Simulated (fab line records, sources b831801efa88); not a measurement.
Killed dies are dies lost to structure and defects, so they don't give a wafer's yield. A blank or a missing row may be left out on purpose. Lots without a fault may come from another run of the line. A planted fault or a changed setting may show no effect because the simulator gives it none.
Tool commonality check | flow gf180mcu | 14 lots, 42 wafers sampled

WHY IT WAS OPENED
At GF_LVPWELL_TW_MEAS_11 the reading LVPWELL_TW is flagged on 2 of 14 lots. Wafers without a fault read 564, standard deviation 3.1.
Rule: a lot is flagged when every wafer of it that has a number lies more than 4 standard deviations from that mean, or none has a number. The other lots count as sound.

lot  | measured    | on            | LVPWELL_TW, wafer by wafer | flag
L829 | day 3 21:56 | film_metro-01 | 565 564 569                |
L830 | day 4 03:11 | film_metro-03 | 568 568 568                |
L831 | day 4 08:35 | film_metro-03 | 568 568 565                |
L833 | day 4 17:45 | film_metro-01 | 564 568 567                |
L834 | day 5 01:14 | film_metro-03 | 562 563 564                |
L836 | day 5 11:53 | film_metro-04 | 559 559 559                |
L837 | day 5 15:46 | film_metro-03 | 565 564 562                |
L839 | day 6 13:11 | film_metro-01 | 568 566 569                |
L840 | day 6 21:50 | film_metro-03 | 565 566 566                |
L841 | day 6 22:11 | film_metro-04 | 559 563 564                |
L843 | day 7 06:41 | film_metro-01 | 566 561 563                |
L848 | day 8 06:53 | film_metro-04 | 30 30 30                   | FLAGGED
L849 | day 8 13:50 | film_metro-03 | 30 30 30                   | FLAGGED
L850 | day 9 03:08 | film_metro-03 | 565 563 566                |
The numbers of the flagged lots are 30 on average: -534 against the usual, or -99 or more standard deviations.

WHICH TOOL RAN EACH LOT
The record holds 2 process steps before the reading, out of a route of 602 steps. In each cell: the tool, then ch and the chambers that the sampled wafers went through, then the start.
lot  | flag    | GF_NWELL_STRIP_10                   | GF_LVPWELL_STRIP_10
L829 |         | plasma_asher-01 ch 0,1, day 3 08:36 | plasma_asher-01 ch 0,1, day 3 21:50
L830 |         | plasma_asher-03 ch 0,1, day 3 13:24 | plasma_asher-04 ch 0,1, day 4 03:05
L831 |         | plasma_asher-03 ch 0,1, day 3 18:15 | plasma_asher-03 ch 0,1, day 4 08:29
L833 |         | plasma_asher-01 ch 0,1, day 4 04:28 | plasma_asher-01 ch 0,1, day 4 17:40
L834 |         | plasma_asher-01 ch 0,1, day 4 12:17 | plasma_asher-04 ch 0,1, day 5 01:07
L836 |         | plasma_asher-02 ch 0,1, day 4 21:17 | plasma_asher-04 ch 0,1, day 5 11:47
L837 |         | plasma_asher-03 ch 0,1, day 5 01:34 | plasma_asher-01 ch 0,1, day 5 15:40
L839 |         | plasma_asher-02 ch 0,1, day 5 22:02 | plasma_asher-01 ch 0,1, day 6 13:05
L840 |         | plasma_asher-02 ch 0,1, day 6 06:17 | plasma_asher-01 ch 0,1, day 6 21:44
L841 |         | plasma_asher-03 ch 0,1, day 6 06:38 | plasma_asher-04 ch 0, day 6 22:05
L843 |         | plasma_asher-01 ch 0,1, day 6 14:41 | plasma_asher-04 ch 0,1, day 7 06:35
L848 | FLAGGED | plasma_asher-01 ch 0,1, day 7 14:16 | plasma_asher-04 ch 0,1, day 8 06:48
L849 | FLAGGED | plasma_asher-02 ch 0,1, day 7 20:59 | plasma_asher-03 ch 0,1, day 8 13:44
L850 |         | plasma_asher-03 ch 0,1, day 8 09:56 | plasma_asher-01 ch 0,1, day 9 03:02
What these steps do:
- GF_NWELL_STRIP_10: strips in O2/N2.
- GF_LVPWELL_STRIP_10: strips in O2/N2.
- GF_LVPWELL_TW_MEAS_11

FLAGGED OVER TOTAL, TOOL BY TOOL (the gauges that took the reading come last)
step                  | tool            | lots run | flagged | share of the flagged lots | sound lots run after its first flagged lot
GF_NWELL_STRIP_10     | plasma_asher-01 | 5        | 1       | some                      | 0
GF_NWELL_STRIP_10     | plasma_asher-02 | 4        | 1       | some                      | 0
GF_NWELL_STRIP_10     | plasma_asher-03 | 5        | 0       | none                      | -
GF_LVPWELL_STRIP_10   | plasma_asher-01 | 6        | 0       | none                      | -
GF_LVPWELL_STRIP_10   | plasma_asher-03 | 2        | 1       | some                      | 0
GF_LVPWELL_STRIP_10   | plasma_asher-04 | 6        | 1       | some                      | 0
GF_LVPWELL_TW_MEAS_11 | film_metro-01   | 4        | 0       | none                      | -
GF_LVPWELL_TW_MEAS_11 | film_metro-03   | 7        | 1       | some                      | 1 (L850)
GF_LVPWELL_TW_MEAS_11 | film_metro-04   | 3        | 1       | some                      | 0

WHAT THE TABLE ALLOWS
No row of the table ran every flagged lot.

WHAT THE SIMULATOR HAD PUT IN
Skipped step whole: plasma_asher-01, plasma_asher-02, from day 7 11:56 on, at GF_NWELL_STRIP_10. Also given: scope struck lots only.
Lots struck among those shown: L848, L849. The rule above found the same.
